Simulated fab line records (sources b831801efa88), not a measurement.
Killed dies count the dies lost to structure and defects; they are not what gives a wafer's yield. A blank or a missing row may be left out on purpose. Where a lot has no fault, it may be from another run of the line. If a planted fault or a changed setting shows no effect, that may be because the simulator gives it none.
Which of the tools did it? | flow gf180mcu | route of 602 steps, sampled at 1 step: 6 lots, 17 wafers

WHAT EACH GAUGE READ, for each wafer
GF_V2_CD_MEAS_14: target cd 260 nm.
lot  | measured     | on        | cd-nm (nm)
L893 | day 20 13:20 | cd-sem-01 | 260.2 260.1 259.7
L895 | day 21 06:41 | cd-sem-01 | 259.1 259.5 259.2
L902 | day 24 00:11 | cd-sem-02 | 260.2 261.1
L908 | day 25 21:46 | cd-sem-02 | 260.5 259.5 260.1
L912 | day 26 21:00 | cd-sem-01 | 258.5 258.2 259.1
L914 | day 27 13:37 | cd-sem-02 | 260.5 260.8 260.0

WHICH TOOL RAN EACH LOT (tool, then ch and the chambers of the sampled wafers, then the start)
Before these readings, the record contains no process step.

THE ANSWER, worked out from the rows above alone
Rule: what is usual is taken from the lots themselves. Put in order of their means at a reading, lots are off if they are a third of the lots or fewer, leave a main group of 4 or more, and stand apart from it by a gap of 3 or more times the standard deviation of the main group's means; of several such gaps the widest counts. A main group whose means are all the same, to the digits that the tables above print for the reading, isn't used. Also off: a lot with no number at a reading for which 4 or more lots have one. Where the step has rows for the other lots, those lots are counted as sound.
No lot is off on any of the readings shown, so nothing can be concluded from this.

WHAT HAD BEEN PUT IN BY THE SIMULATOR
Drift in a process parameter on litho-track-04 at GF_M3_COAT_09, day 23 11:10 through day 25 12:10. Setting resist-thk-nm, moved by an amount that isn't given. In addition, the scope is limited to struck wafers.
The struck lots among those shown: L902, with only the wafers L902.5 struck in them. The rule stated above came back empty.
